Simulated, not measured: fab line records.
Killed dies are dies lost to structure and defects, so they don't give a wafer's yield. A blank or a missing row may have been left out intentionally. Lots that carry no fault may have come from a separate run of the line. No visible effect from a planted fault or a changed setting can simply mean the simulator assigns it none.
fab line records	flow sky130
record lots=5	wafers=15	last_day=52
route steps=708 shown VIA1@475 METAL2@483 VIA2@507 PAD_OPEN@708
lots untouched by any fault: they come from a run of this same line in which no faults occurred
start_h: the number of hours between the record's first day and the start of the first shown wafer of the lot	wait_h: time in hours since the lot's previous step	" as in the row above	L1.1+2: one row covering several wafers at once	- no value, or no start given	* or withheld: withheld	< > ~ a bound
route shown NAME@n: names a module that has steps shown in the file, with the first one's number in the route	usual: mean/standard deviation of fault-free wafers	same: alike in all rows	chamber/n: place in a boat	sites: the reading at each site	_std_site: standard deviation across them	_edge_site: mean of outer sites minus mean of inner sites	radius_mm: how far each site lies from the wafer's centre	mask NAME#n: copy n	behind: the last tool/chamber to shape the wafer	hold: the reason the lot was held/the length of the hold in hours/how it ended	device: which transistor (n, p or np) failed to switch	end of line: the route-end tests of the same wafers	for a step that has no rows: nothing shown but its recipe	killed: the dies lost at the first sort to structure and to defects; this is not the yield of the wafer	map: a wafer's dies, marking killed ones x, the rest . and places with no die _
set.NAME: the setting the step ran with; set.NAME@STEP: the setting that earlier step ran with	model.NAME: the simulator's own value behind a step, which no gauge read
lots seen at some steps along the route; tables by step, rows by wafer
services: when a tool's chamber went out of use (start_h, in hours from the record's first day, below 0 if earlier), for how many hours, and the reason
## steps
# step SKY_VIA1_STRIP_17
# recipe chemistry=post_etch_residue_remover	time_s=1200	temp_c=72.5
# step SKY_VIA1_CLEAN_18
# recipe chemistry=IPA	time_s=180	temp_c=25
# step SKY_VIA1_CLEAN_19
# recipe chemistry=O3/DIW	dry=n2_spin
# step SKY_VIA1_SPUTTER_20
# recipe material=TiN	target_thk_nm=20	chamber_pressure_pa=5	power_w=4000	time_s=80
# step SKY_VIA1_CVD_21
# recipe material=W	target_thk_nm=270	time_s=80.902	temp_c=400	pressure_torr=40
# step SKY_VIA1_RS_MEAS_22
# recipe thk_meas_gauge=four-point-probe	reads=W_of_VIA1_CVD_21+TiN_of_VIA1_SPUTTER_20
# usual VIA1_W_RS=0.431/0.0074
lot.wafer	tool	chamber	start_h	wait_h	VIA1_W_RS[ohm/sq]
L575.1	film_metro-04	-	856.05	0.1	0.435
L575.2	"	-	"	"	0.433
L575.5	"	-	"	"	0.436
L578.3	film_metro-02	-	875.36	0.1	0.435
L578.4	"	-	"	"	0.440
L578.6	"	-	"	"	0.434
L581.2	film_metro-01	-	901.31	0.1	0.435
L581.3	"	-	"	"	0.432
L581.4	"	-	"	"	0.432
L590.1	film_metro-02	-	980.78	0.1	0.435
L590.3	"	-	"	"	0.441
L590.6	"	-	"	"	0.436
L594.1	film_metro-01	-	998.93	0.1	0.441
L594.4	"	-	"	"	0.430
L594.5	"	-	"	"	0.438
# step SKY_VIA1_THK_MEAS_23
# recipe thk_meas_gauge=xrf	reads=W_of_VIA1_CVD_21
# usual VIA1_W_THK=268/4.9
lot.wafer	tool	chamber	start_h	wait_h	VIA1_W_THK[nm]
L575.1	film_metro-04	-	856.17	0.1	265
L575.2	"	-	"	"	266
L575.5	"	-	"	"	265
L578.3	film_metro-02	-	875.46	0.1	267
L578.4	"	-	"	"	263
L578.6	"	-	"	"	266
L581.2	film_metro-01	-	901.42	0.1	265
L581.3	"	-	"	"	267
L581.4	"	-	"	"	268
L590.1	film_metro-02	-	980.90	0.1	265
L590.3	"	-	"	"	264
L590.6	"	-	"	"	267
L594.1	film_metro-01	-	999.05	0.1	260
L594.4	"	-	"	"	267
L594.5	"	-	"	"	263
# step SKY_VIA1_CMP_24
# recipe stop_on=SiO2	t_overpolish_s=15	down_force_psi=3.5	platen_rpm=60	target_thk_nm=0	pad_velocity_m_s=0.94248
# step SKY_METAL2_SPUTTER_00
# recipe material=Ti	target_thk_nm=15	power_w=3000	time_s=10	chamber_pressure_pa=0.4
# usual throttle_valve_pct=30.3/1.2
lot.wafer	tool	chamber	start_h	wait_h	throttle_valve_pct
L575.1	pvd_sputter-04	-	856.53	0.2	30.3
L575.2	"	-	"	"	29.8
L575.5	"	-	"	"	29.3
L578.3	pvd_sputter-03	-	876.26	0.1	30.7
L578.4	"	-	"	"	27.8
L578.6	"	-	"	"	30.1
L581.2	pvd_sputter-03	-	901.93	0.1	30.8
L581.3	"	-	"	"	27.8
L581.4	"	-	"	"	30.8
L590.1	pvd_sputter-03	-	981.26	0.1	31.0
L590.3	"	-	"	"	30.6
L590.6	"	-	"	"	30.8
L594.1	pvd_sputter-02	-	999.41	0.2	32.3
L594.4	"	-	"	"	30.8
L594.5	"	-	"	"	32.4
# step SKY_METAL2_SPUTTER_01
# recipe material=TiN	target_thk_nm=20	power_w=6500	time_s=16.7	chamber_pressure_pa=0.4
# usual throttle_valve_pct=30.3/1.2
lot.wafer	tool	chamber	start_h	wait_h	throttle_valve_pct
L575.1	pvd_sputter-04	-	856.55	0.0	30.6
L575.2	"	-	"	"	29.5
L575.5	"	-	"	"	29.5
L578.3	pvd_sputter-03	-	876.28	0.0	30.8
L578.4	"	-	"	"	27.7
L578.6	"	-	"	"	30.2
L581.2	pvd_sputter-03	-	901.95	0.0	30.8
L581.3	"	-	"	"	28.1
L581.4	"	-	"	"	30.8
L590.1	pvd_sputter-03	-	981.29	0.0	30.9
L590.3	"	-	"	"	30.8
L590.6	"	-	"	"	30.8
L594.1	pvd_sputter-02	-	999.44	0.0	32.3
L594.4	"	-	"	"	30.7
L594.5	"	-	"	"	32.3
# step SKY_METAL2_SPUTTER_02
# recipe material=AlCu	target_thk_nm=250	power_w=10600	time_s=12.89	chamber_pressure_pa=0.4
# usual throttle_valve_pct=30.3/1.2
lot.wafer	tool	chamber	start_h	wait_h	throttle_valve_pct
L575.1	pvd_sputter-04	-	856.57	0.0	30.5
L575.2	"	-	"	"	30.0
L575.5	"	-	"	"	29.3
L578.3	pvd_sputter-03	-	876.30	0.0	30.7
L578.4	"	-	"	"	27.8
L578.6	"	-	"	"	29.8
L581.2	pvd_sputter-03	-	901.98	0.0	30.8
L581.3	"	-	"	"	27.9
L581.4	"	-	"	"	30.9
L590.1	pvd_sputter-03	-	981.31	0.0	30.8
L590.3	"	-	"	"	30.9
L590.6	"	-	"	"	30.7
L594.1	pvd_sputter-02	-	999.46	0.0	32.3
L594.4	"	-	"	"	30.6
L594.5	"	-	"	"	32.2
# step SKY_METAL2_SPUTTER_03
# recipe material=Ti	target_thk_nm=5	power_w=3000	time_s=3.3	chamber_pressure_pa=0.4
# step SKY_METAL2_SPUTTER_04
# recipe material=TiN	target_thk_nm=70	power_w=6500	time_s=58.3	chamber_pressure_pa=0.4
# usual throttle_valve_pct=30.3/1.2
lot.wafer	tool	chamber	start_h	wait_h	throttle_valve_pct
L575.1	pvd_sputter-04	-	856.62	0.0	30.5
L575.2	"	-	"	"	29.7
L575.5	"	-	"	"	29.5
L578.3	pvd_sputter-03	-	876.35	0.0	30.6
L578.4	"	-	"	"	27.6
L578.6	"	-	"	"	30.0
L581.2	pvd_sputter-03	-	902.02	0.0	30.9
L581.3	"	-	"	"	27.9
L581.4	"	-	"	"	31.1
L590.1	pvd_sputter-03	-	981.35	0.0	30.9
L590.3	"	-	"	"	30.6
L590.6	"	-	"	"	30.7
L594.1	pvd_sputter-02	-	999.50	0.0	32.2
L594.4	"	-	"	"	30.9
L594.5	"	-	"	"	32.3
# step SKY_METAL2_RS_MEAS_05
# recipe thk_meas_gauge=four-point-probe	reads=TiN_of_METAL2_SPUTTER_04+Ti_of_METAL2_SPUTTER_03+AlCu_of_METAL2_SPUTTER_02+TiN_of_METAL2_SPUTTER_01+Ti_of_METAL2_SPUTTER_00
# usual METAL2_ALCU_RS=0.1315/0.0015
lot.wafer	tool	chamber	start_h	wait_h	METAL2_ALCU_RS[ohm/sq]
L575.1	film_metro-02	-	856.67	0.0	0.1329
L575.2	"	-	"	"	0.1295
L575.5	"	-	"	"	0.1290
L578.3	film_metro-04	-	876.44	0.1	0.1346
L578.4	"	-	"	"	0.1343
L578.6	"	-	"	"	0.1333
L581.2	film_metro-04	-	902.09	0.0	0.1355
L581.3	"	-	"	"	0.1346
L581.4	"	-	"	"	0.1312
L590.1	film_metro-02	-	981.40	0.0	0.1313
L590.3	"	-	"	"	0.1330
L590.6	"	-	"	"	0.1327
L594.1	film_metro-04	-	999.55	0.0	0.1311
L594.4	"	-	"	"	0.1311
L594.5	"	-	"	"	0.1319
# step SKY_METAL2_THK_MEAS_06
# recipe thk_meas_gauge=xrf	reads=AlCu_of_METAL2_SPUTTER_02
# usual METAL2_ALCU_THK=243.3/2.6
lot.wafer	tool	chamber	start_h	wait_h	METAL2_ALCU_THK[nm]
L575.1	film_metro-02	-	856.79	0.1	240.1
L575.2	"	-	"	"	246.9
L575.5	"	-	"	"	248.1
L578.3	film_metro-04	-	876.54	0.1	239.5
L578.4	"	-	"	"	238.8
L578.6	"	-	"	"	240.6
L581.2	film_metro-04	-	902.20	0.1	237.6
L581.3	"	-	"	"	237.2
L581.4	"	-	"	"	245.1
L590.1	film_metro-02	-	981.52	0.1	243.7
L590.3	"	-	"	"	240.9
L590.6	"	-	"	"	241.7
L594.1	film_metro-04	-	999.67	0.1	242.4
L594.4	"	-	"	"	246.4
L594.5	"	-	"	"	242.6
# step SKY_METAL2_DEHYDRATE_07
# recipe temp_c=200	time_s=60
# step SKY_METAL2_HMDS_08
# recipe prime_time_s=60	prime_temp_c=120
# step SKY_METAL2_COAT_09
# recipe resist=BARC	temp_c=withheld	time_s=withheld	spin_rpm=3000	resist_thk_nm=60
# step SKY_METAL2_COAT_10
# recipe resist=KrF-thick	spin_rpm=3000	resist_thk_nm=450
# step SKY_METAL2_SOFTBAKE_11
# recipe temp_c=100	time_s=90	resist=KrF-thick
# step SKY_METAL2_EXPOSE_12
# recipe mask_id=MM2	na=0.8	source_shape=annular	sigma_inner=0.55	sigma_outer=0.85	target_cd_nm=140	dose_mj=28
# step SKY_METAL2_PEB_13
# recipe peb_temp_c=withheld	peb_time_s=withheld	resist=KrF-thick
# step SKY_METAL2_DEVELOP_14
# recipe develop_time_s=60	resist=KrF-thick	dev_temp_c=21
# step SKY_METAL2_CD_MEAS_15
# recipe target_cd_nm=140
# usual cd_nm=139.9/1.9
lot.wafer	tool	chamber	start_h	wait_h	cd_nm
L575.1	cd_sem-02	-	885.34	-	141.1
L575.2	"	-	"	"	139.9
L575.5	"	-	"	"	139.7
L578.3	cd_sem-02	-	905.48	-	142.3
L578.4	"	-	"	"	141.9
L578.6	"	-	"	"	141.4
L581.2	cd_sem-01	-	931.71	-	138.9
L581.3	"	-	"	"	138.3
L581.4	"	-	"	"	139.7
L590.1	cd_sem-01	-	1005.59	-	134.2
L590.3	"	-	"	"	134.8
L590.6	"	-	"	"	136.0
L594.1	cd_sem-02	-	1023.14	-	138.7
L594.4	"	-	"	"	140.3
L594.5	"	-	"	"	140.7
# step SKY_METAL2_OVL_MEAS_16
# usual METAL2_OVL=0/5.2
lot.wafer	tool	chamber	start_h	wait_h	METAL2_OVL[nm]
L575.1	overlay-01	-	885.46	0.1	-5
L575.2	"	-	"	"	-9
L575.5	"	-	"	"	-6
L578.3	overlay-02	-	905.58	0.1	-10
L578.4	"	-	"	"	3
L578.6	"	-	"	"	-6
L581.2	overlay-02	-	931.82	0.1	3
L581.3	"	-	"	"	5
L581.4	"	-	"	"	1
L590.1	overlay-01	-	1005.71	0.1	5
L590.3	"	-	"	"	0
L590.6	"	-	"	"	4
L594.1	overlay-01	-	1023.26	0.1	1
L594.4	"	-	"	"	-3
L594.5	"	-	"	"	-4
# step SKY_METAL2_DESCUM_17
# recipe chemistry=O2	source_power_w=150	bias_power_w=0	pressure_mtorr=10	temp_c=40	time_s=8
# usual drypump_motor_current_A=5.9/0.45	oes_product_au=0.998/0.0093
lot.wafer	tool	chamber	start_h	wait_h	drypump_motor_current_A	oes_product_au	rf_hours_counter_h
L575.1	rie_metal-01	1	885.50	0.0	6.1	1.002	12
L575.2	"	0	"	"	5.2	0.999	8
L575.5	"	0	"	"	5.2	1.012	-
L578.3	rie_metal-01	1	905.61	0.0	6.1	0.979	-
L578.4	"	0	"	"	5.2	1.007	-
L578.6	"	0	"	"	5.2	0.998	-
L581.2	rie_metal-03	0	931.85	0.0	5.9	0.982	17
L581.3	"	0	"	"	5.9	1.000	-
L581.4	"	1	"	"	6.6	1.019	-
L590.1	rie_metal-01	1	1005.75	0.0	6.1	0.986	17
L590.3	"	0	"	"	5.2	0.990	-
L590.6	"	0	"	"	5.2	0.991	-
L594.1	rie_metal-04	1	1023.30	0.0	5.7	1.006	19
L594.4	"	1	"	"	5.7	1.010	-
L594.5	"	0	"	"	6.2	0.988	-
# step SKY_METAL2_ETCH_18
# recipe chemistry=N2/H2	target=BARC	ion_energy_ev=200	bias_w=100	pressure_mtorr=30	n2_flow_sccm=100	h2_flow_sccm=200	icp_w=500	stop_on=SiO2	time_s=45.9	target_depth_a=600
# step SKY_METAL2_METAL_ETCH_19
# recipe target_depth_a=3600	stop_on=SiO2	over_etch_frac=0.3	time_s=78	chemistry=Cl2/BCl3	resist_sidewall_deg=88	pressure_mtorr=10	icp_w=900	bias_w=48.5	Cl2_flow_sccm=60	bcl3_flow_sccm=30
# step SKY_METAL2_STRIP_20
# recipe chemistry=O2/N2	power_w=1400	pressure_mtorr=1500	platen_temp_c=withheld	o2_flow_sccm=3000	n2_flow_sccm=300	overash_fraction=0.5
# usual drypump_motor_current_A=5.9/0.56	oes_product_au=0.343/0.0048	strip_time_to_endpoint_s=2.70/0.044
lot.wafer	tool	chamber	start_h	wait_h	drypump_motor_current_A	oes_product_au	rf_hours_counter_h	strip_time_to_endpoint_s
L575.1	plasma_asher-03	1	885.68	0.1	6.7	0.345	44	2.72
L575.2	"	0	"	"	5.0	0.343	44	2.67
L575.5	"	0	"	"	5.0	0.342	-	2.67
L578.3	plasma_asher-02	0	905.82	0.1	5.6	0.344	-	2.73
L578.4	"	1	"	"	6.0	0.337	-	2.64
L578.6	"	1	"	"	6.0	0.336	-	2.66
L581.2	plasma_asher-01	1	932.10	0.1	6.0	0.343	106	2.73
L581.3	"	1	"	"	6.0	0.349	-	2.75
L581.4	"	0	"	"	5.8	0.340	-	2.66
L590.1	plasma_asher-01	0	1005.93	0.1	5.8	0.352	114	2.74
L590.3	"	0	"	"	5.8	0.345	-	2.77
L590.6	"	1	"	"	6.0	0.338	-	2.74
L594.1	plasma_asher-02	0	1023.48	0.1	5.6	0.337	27	2.64
L594.4	"	1	"	"	6.0	0.340	-	2.66
L594.5	"	1	"	"	6.0	0.351	-	2.74
# step SKY_METAL2_STRIP_21
# recipe chemistry=post_etch_residue_remover	time_s=1200	temp_c=72.5
# step SKY_METAL2_CLEAN_22
# recipe chemistry=IPA	time_s=180	temp_c=25
# step SKY_METAL2_CLEAN_23
# recipe chemistry=O3/DIW	dry=n2_spin
# step SKY_VIA2_HDPCVD_00
# recipe material=SiO2	target_thk_nm=1180	sigma_open_frac=0.3	time_s=196.7	temp_c=400	sih4_flow_sccm=60	pressure_mtorr=6
# step SKY_VIA2_THK_MEAS_01
# recipe reads=SiO2_of_VIA2_HDPCVD_00
# usual VIA2_HDPCVD_THK=1183/13
lot.wafer	tool	chamber	start_h	wait_h	VIA2_HDPCVD_THK[nm]
L575.1	film_metro-02	-	886.40	0.1	1183
L575.2	"	-	"	"	1185
L575.5	"	-	"	"	1184
L578.3	film_metro-02	-	906.53	0.1	1174
L578.4	"	-	"	"	1179
L578.6	"	-	"	"	1190
L581.2	film_metro-02	-	932.82	0.1	1195
L581.3	"	-	"	"	1200
L581.4	"	-	"	"	1200
L590.1	film_metro-03	-	1006.65	0.1	1186
L590.3	"	-	"	"	1187
L590.6	"	-	"	"	1192
L594.1	film_metro-02	-	1024.23	0.1	1170
L594.4	"	-	"	"	1170
L594.5	"	-	"	"	1184
# step SKY_VIA2_CMP_02
# recipe material=SiO2	down_force_psi=4	platen_rpm=60	pad_velocity_m_s=0.94248
# step SKY_VIA2_BOW_MEAS_03
# recipe mode=bow
# usual VIA2_BOW=85/7.2
lot.wafer	tool	chamber	start_h	wait_h	VIA2_BOW[um]
L575.1	film_metro-03	-	886.76	0.1	82
L575.2	"	-	"	"	105
L575.5	"	-	"	"	88
L578.3	film_metro-01	-	906.91	0.1	64
L578.4	"	-	"	"	81
L578.6	"	-	"	"	77
L581.2	film_metro-03	-	933.19	0.2	69
L581.3	"	-	"	"	73
L581.4	"	-	"	"	67
L590.1	film_metro-03	-	1007.01	0.2	82
L590.3	"	-	"	"	81
L590.6	"	-	"	"	80
L594.1	film_metro-01	-	1024.62	0.1	90
L594.4	"	-	"	"	80
L594.5	"	-	"	"	95
# step SKY_VIA2_DEHYDRATE_04
# recipe temp_c=200	time_s=60
# step SKY_VIA2_HMDS_05
# recipe prime_time_s=60	prime_temp_c=120
# step SKY_VIA2_COAT_06
# recipe resist=BARC	temp_c=withheld	time_s=withheld	spin_rpm=3000	resist_thk_nm=60
# step SKY_VIA2_COAT_07
# recipe resist=KrF-thick	spin_rpm=3000	resist_thk_nm=450
# step SKY_VIA2_SOFTBAKE_08
# recipe temp_c=100	time_s=90	resist=KrF-thick
# step SKY_VIA2_EXPOSE_09
# recipe mask_id=VIM2	na=0.8	source_shape=annular	sigma_inner=0.55	sigma_outer=0.85	target_cd_nm=200	dose_mj=38
# step SKY_PAD_OPEN_PROBE_99
# usual defect_limited_yield=82.5/1.9	killed_at_M0_to_M3=44/7.1	killed_at_M4_up=3.3/1.9	killed_at_contacts=24/5.3	killed_at_front_end=15/4.5	killed_at_other=0.3/0.55	killed_dies=86/9.5	killed_open=46/7.3	killed_short=39/6.4	sort_bin_3_pad_short=0.9/0.43	sort_bin_5_function=10.3/1.4	sort_bin_6_memory=6.3/1	sort_n_pass=406/9.5	sort_yield_pct=82.5/1.9
# same gross_dies=492	killed_at_back_side=0	sort_bin_4_leakage[%]=0	sort_bin_8_speed[%]=0
lot.wafer	tool	chamber	start_h	wait_h	defect_limited_yield[%]	killed_at_M0_to_M3	killed_at_M4_up	killed_at_contacts	killed_at_front_end	killed_at_other	killed_dies	killed_open	killed_short	sort_bin_3_pad_short[%]	sort_bin_5_function[%]	sort_bin_6_memory[%]	sort_n_pass	sort_yield_pct[%]	model.etest.tester.sort_n_pass	model.etest.tester.sort_yield_pct	model.etest.tester.sort_bin_5_pct	model.etest.tester.sort_bin_3_pct
L575.1	prober-01	-	1144.58	0.1	78.5	50	2	37	17	0	106	58	48	1.4	13.0	7.1	386	78.5	386	78.46	13.01	1.423
L575.2	prober-01	-	1144.63	0.1	85.2	37	2	22	12	0	73	39	34	0.8	9.6	4.5	419	85.2	419	85.16	9.553	0.813
L575.5	prober-01	-	1144.78	0.2	83.9	30	3	33	13	0	79	42	37	0.8	10.6	4.7	413	83.9	413	83.94	10.57	0.813
L578.3	prober-02	-	1157.32	0.2	83.7	36	7	20	17	0	80	39	41	0.4	10.0	5.9	412	83.7	412	83.74	9.959	0.4065
L578.4	prober-02	-	1157.37	0.2	83.5	42	3	18	18	0	81	42	39	0	9.8	6.7	411	83.5	411	83.54	9.756	0
L578.6	prober-02	-	1157.47	0.2	80.9	58	4	22	10	0	94	50	44	1.8	12.0	5.3	398	80.9	398	80.89	11.99	1.829
L581.2	prober-01	-	1176.26	0.1	80.9	49	2	19	24	0	94	59	35	0.6	12.0	6.5	398	80.9	398	80.89	11.99	0.6098
L581.3	prober-01	-	1176.31	0.2	85.0	32	3	19	19	1	74	46	27	0.4	9.3	5.3	418	85.0	418	84.96	9.35	0.4065
L581.4	prober-01	-	1176.36	0.2	71.5	105	4	16	15	0	140	39	38	4.1	17.3	7.1	352	71.5	352	71.54	17.28	4.065
L590.1	prober-01	-	1226.01	0.1	85.0	40	1	20	13	0	74	37	37	0.2	9.8	5.1	418	85.0	418	84.96	9.756	0.2033
L590.3	prober-01	-	1226.11	0.2	82.5	43	5	24	13	1	86	43	43	1.4	11.6	4.5	406	82.5	406	82.52	11.59	1.423
L590.6	prober-01	-	1226.26	0.2	83.9	37	3	27	12	0	79	45	33	1.0	9.3	5.7	413	83.9	413	83.94	9.35	1.016
L594.1	prober-01	-	1238.02	0.1	84.8	43	0	20	12	0	75	40	35	1.2	8.3	5.7	417	84.8	417	84.76	8.333	1.22
L594.4	prober-01	-	1238.17	0.2	83.7	38	1	20	21	0	80	42	36	0.2	10.2	5.9	412	83.7	412	83.74	10.16	0.2033
L594.5	prober-01	-	1238.22	0.2	82.7	42	2	27	14	0	85	51	34	0.4	11.2	5.7	407	82.7	407	82.72	11.18	0.4065
# killed by level:class
L575.1 VIA1:geometric_particle:open=12 CONTACT:geometric_particle:open=10 VIA3:geometric_particle:open=9 LOCAL_INTERCONNECT:geometric_particle:short=9 POLY_GATE:geometric_particle:short=7 LI_CONTACT:geometric_particle:open=7 VIA1:geometric_particle:short=7 VIA2:geometric_particle:open=6
L575.2 VIA1:geometric_particle:open=9 LI_CONTACT:geometric_particle:open=7 CONTACT:geometric_particle:short=7 CONTACT:geometric_particle:open=6 METAL1:geometric_particle:open=6 METAL2:geometric_particle:short=6 VIA2:geometric_particle:open=4 POLY_GATE:geometric_particle:short=3
L575.5 CONTACT:geometric_particle:open=16 LI_CONTACT:geometric_particle:open=7 POLY_GATE:geometric_particle:open=5 LOCAL_INTERCONNECT:geometric_particle:short=5 VIA1:geometric_particle:short=5 VIA3:geometric_particle:open=5 POLY_GATE:geometric_particle:short=4 CONTACT:geometric_particle:short=4
L578.3 CONTACT:geometric_particle:open=7 VIA2:geometric_particle:open=7 VIA1:geometric_particle:open=7 CONTACT:geometric_particle:short=6 METAL1:geometric_particle:short=6 FIELD_ISO:geometric_particle:short=5 FIELD_ISO:geometric_particle:open=5 METAL4:geometric_particle:short=5
L578.4 VIA1:geometric_particle:open=12 METAL2:geometric_particle:short=7 LI_CONTACT:geometric_particle:open=6 FIELD_ISO:geometric_particle:short=5 CONTACT:geometric_particle:open=5 CONTACT:geometric_particle:short=4 VIA1:geometric_particle:short=4 METAL3:geometric_particle:short=4
L578.6 VIA2:geometric_particle:open=12 METAL2:geometric_particle:short=10 VIA1:geometric_particle:open=9 LI_CONTACT:geometric_particle:open=7 VIA2:geometric_particle:short=6 VIA3:geometric_particle:open=6 CONTACT:geometric_particle:open=5 VIA1:geometric_particle:short=5
L581.2 VIA1:geometric_particle:open=16 VIA3:geometric_particle:open=13 LI_CONTACT:geometric_particle:open=10 FIELD_ISO:geometric_particle:short=7 VIA2:geometric_particle:open=6 POLY_GATE:geometric_particle:short=5 POLY_GATE:geometric_particle:open=4 VIA1:geometric_particle:short=4
L581.3 VIA1:geometric_particle:open=14 CONTACT:geometric_particle:open=8 POLY_GATE:geometric_particle:short=5 LI_CONTACT:geometric_particle:open=5 POLY_GATE:geometric_particle:open=4 METAL2:geometric_particle:short=4 VIA3:geometric_particle:open=4 FIELD_ISO:geometric_particle:open=3
L581.4 METAL2:unspecified=63 VIA1:geometric_particle:open=10 LI_CONTACT:geometric_particle:open=7 METAL2:geometric_particle:short=6 VIA3:geometric_particle:open=5 VIA1:geometric_particle:short=5 POLY_GATE:geometric_particle:open=4 LOCAL_INTERCONNECT:geometric_particle:short=4
L590.1 VIA3:geometric_particle:open=7 CONTACT:geometric_particle:open=7 FIELD_ISO:geometric_particle:short=6 LI_CONTACT:geometric_particle:open=6 VIA1:geometric_particle:open=6 VIA2:geometric_particle:open=6 VIA1:geometric_particle:short=5 CONTACT:geometric_particle:short=5
L590.3 CONTACT:geometric_particle:open=12 VIA1:geometric_particle:open=9 VIA1:geometric_particle:short=8 METAL4:geometric_particle:short=5 POLY_GATE:geometric_particle:short=5 METAL1:geometric_particle:short=5 FIELD_ISO:geometric_particle:open=4 METAL2:geometric_particle:short=4
L590.6 CONTACT:geometric_particle:open=10 VIA3:geometric_particle:open=8 LI_CONTACT:geometric_particle:open=7 VIA1:geometric_particle:open=6 METAL1:geometric_particle:short=5 METAL2:geometric_particle:short=5 POLY_GATE:geometric_particle:open=4 CONTACT:geometric_particle:short=4
L594.1 VIA1:geometric_particle:open=13 CONTACT:geometric_particle:open=7 VIA2:geometric_particle:open=7 METAL1:geometric_particle:short=6 LI_CONTACT:geometric_particle:short=5 METAL2:geometric_particle:short=5 CONTACT:geometric_particle:short=5 VIA3:geometric_particle:open=5
L594.4 VIA1:geometric_particle:open=12 FIELD_ISO:geometric_particle:short=7 CONTACT:geometric_particle:short=7 FIELD_ISO:geometric_particle:open=6 VIA2:geometric_particle:short=5 VIA3:geometric_particle:open=5 LI_CONTACT:geometric_particle:short=4 CONTACT:geometric_particle:open=4
L594.5 CONTACT:geometric_particle:open=13 VIA1:geometric_particle:open=10 LI_CONTACT:geometric_particle:open=7 VIA1:geometric_particle:short=6 VIA3:geometric_particle:open=6 VIA2:geometric_particle:open=6 METAL1:geometric_particle:short=5 FIELD_ISO:geometric_particle:open=3
# map L581.4 (x killed, . not)
__________.x.xx....._________
________.x.xxxxxx..x.._______
______...xxxxxxxxxxx...._____
_____..x...xxxxxxxx......____
____.....x.xxxxxxxxxx....x___
___..x....xxxxxxxxx.xx.....__
__.xx.....xxxxxxxxx.x......._
_...........xxxxxx...........
_.x.......x..x..x.x......x...
_.....x....x.......xx.x....x.
_.x...x....x....x......x..x.x
_.......x..x......xxx.x....x.
_x.....x..........x..........
_.x...x.xx..........x........
_.....xx..x..x......x...x....
__...xx.x......x...xx.x...xx_
___....x..x...............x__
____.x..x.x.....x.x.......___
_____.......x.....x...x..____
______......x........x.._____
________x..x...xx....._______
__________....x....._________
# map L590.3 (x killed, . not)
__________...x...x.._________
________x.x..........._______
______....x.........x..._____
_____x......x.x...x......____
____xx...x..x..x.......x..___
___....................x.x.__
__........x..........x......_
_............x...........x...
_.x...........x..x.x.........
_..x..xx.....x..x............
_............x.........xx.x..
_........x.xx.x.x.xx.........
_........x.x.x.........x...xx
_.x.......x........xx...x...x
_...x...........x........xx..
__x..x.xxx..xx.............._
___...........x.....x..x...__
____.....x..x.............___
_____.....xx.....x......x____
______x..x...x..xx.xx..._____
________x......x..x.x._______
__________...x......_________
## services
tool	chamber	start_h	hours	kind
pvd_sputter-02	3	832.59	-	consumable_replace:kit
pvd_sputter-02	3	832.59	18.0	scheduled_down
pvd_sputter-02	3	832.59	18.0	vent_cycle
pvd_sputter-02	-	837.30	2.5	repair
pvd_sputter-04	-	857.28	1.5	repair
pvd_sputter-03	3	878.59	-	consumable_replace:kit
pvd_sputter-03	3	878.59	18.0	scheduled_down
pvd_sputter-03	3	878.59	18.0	vent_cycle
pvd_sputter-04	-	888.79	5.0	repair
plasma_asher-02	-	894.68	10.7	repair
rie_metal-01	-	903.07	1.0	repair
pvd_sputter-04	0	905.61	-	consumable_replace:kit
pvd_sputter-04	0	905.61	18.0	scheduled_down
pvd_sputter-04	0	905.61	18.0	vent_cycle
rie_metal-01	0	929.13	2.9	repair
plasma_asher-03	-	930.40	8.7	repair
plasma_asher-02	-	931.88	15.6	pm
pvd_sputter-04	-	951.74	1.5	repair
plasma_asher-02	-	951.94	1.3	repair
rie_metal-04	-	984.08	0.1	repair
pvd_sputter-03	-	995.65	5.8	repair
rie_metal-03	0	998.14	-	clean
pvd_sputter-03	-	1008.55	3.4	repair
plasma_asher-03	-	1023.54	6.3	repair
## key
first_sign step=SKY_PAD_OPEN_PROBE_99	reading=killed_at_M0_to_M3	direction=up	sigmas=8.6	usual=44	struck=105
effect step=SKY_PAD_OPEN_PROBE_99	reading=sort_bin_3_pad_short	direction=up	sigmas=7.4	usual=0.9	struck=4.1
model_effect step=SKY_PAD_OPEN_PROBE_99	value=etest.tester.sort_n_pass	without=405	struck=352
met_at SKY_METAL2_SPUTTER_04
struck_wafers L581.4
fault kind=chamber_particle_source	tool=pvd_sputter-03	chamber=-	onset_h=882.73	steps=SKY_METAL2_SPUTTER_04	rate_per_visit_cm2=1.3379	end_h=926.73	scope=struck_wafers_only
